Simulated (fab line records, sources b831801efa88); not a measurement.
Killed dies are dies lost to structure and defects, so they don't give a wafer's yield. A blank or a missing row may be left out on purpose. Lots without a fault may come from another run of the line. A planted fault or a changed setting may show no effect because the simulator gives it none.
Chamber matching | flow sky130 | SKY_VIA1_CMP_24 on cmp-02: 4 sister chambers
The step polishes, stops on SiO2, t overpolish 15 s, target thk 0 nm. 8 wafers are shown with their chamber, then 10 later ones without.

WAFERS WITH THEIR CHAMBER
wafer  | chamber | motor_current_A (A) | time_to_endpoint_s (s)
L077.2 | 2       | 12.7                | 61.7
L080.4 | 2       | 12.6                | 62.6
L079.6 | 3       | 11.9                | 67.4
L082.4 | 3       | 12.0                | 62.7
L084.5 | 1       | 12.1                | 59.5
L084.6 | 0       | 11.3                | 63.1
L088.1 | 1       | 11.9                | 64.4
L088.3 | 0       | 10.7                | 67.0

WAFERS WITHOUT THEIR CHAMBER
wafer  | motor_current_A (A) | time_to_endpoint_s (s)
L088.4 | 13.0                | 66.4
L087.2 | 12.8                | 65.6
L087.4 | 12.2                | 65.7
L087.5 | 11.0                | 63.5
L091.2 | 11.3                | 62.8
L091.5 | 12.3                | 63.7
L091.6 | 12.9                | 66.2
L094.2 | 12.1                | 69.4
L094.3 | 10.7                | 72.7
L094.5 | 10.8                | 71.0

WHICH CHAMBER EACH WENT THROUGH
wafer  | from the rows above          | in truth
L088.4 | 2                            | 2
L087.2 | 2                            | 2
L087.4 | can't be placed: 3 or 1 or 2 | 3
L087.5 | 0                            | 0
L091.2 | can't be placed: 0 or 3 or 1 | 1
L091.5 | can't be placed: 1 or 3 or 2 | 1
L091.6 | 2                            | 2
L094.2 | can't be placed: 3 or 1 or 2 | 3
L094.3 | 0                            | 0
L094.5 | 0                            | 0
Placed correctly: 6 of 10. Can't be placed from these rows: 4 (the true chamber is among the candidates in 4). Placed wrongly: 0.
How it was worked out, from the rows above alone: a wafer's distance from a chamber is the root of the sum, over the readings, of the square of ((its reading less the chamber's mean) divided by the reading's scatter). The wafer belongs to the nearest chamber; if the next one is less than 2 further off, it can't be placed. A chamber's mean is the mean of its shown wafers. The scatter: the root of (the sum of the squares of (reading less its chamber's mean) over the shown wafers, divided by (wafers less chambers)).
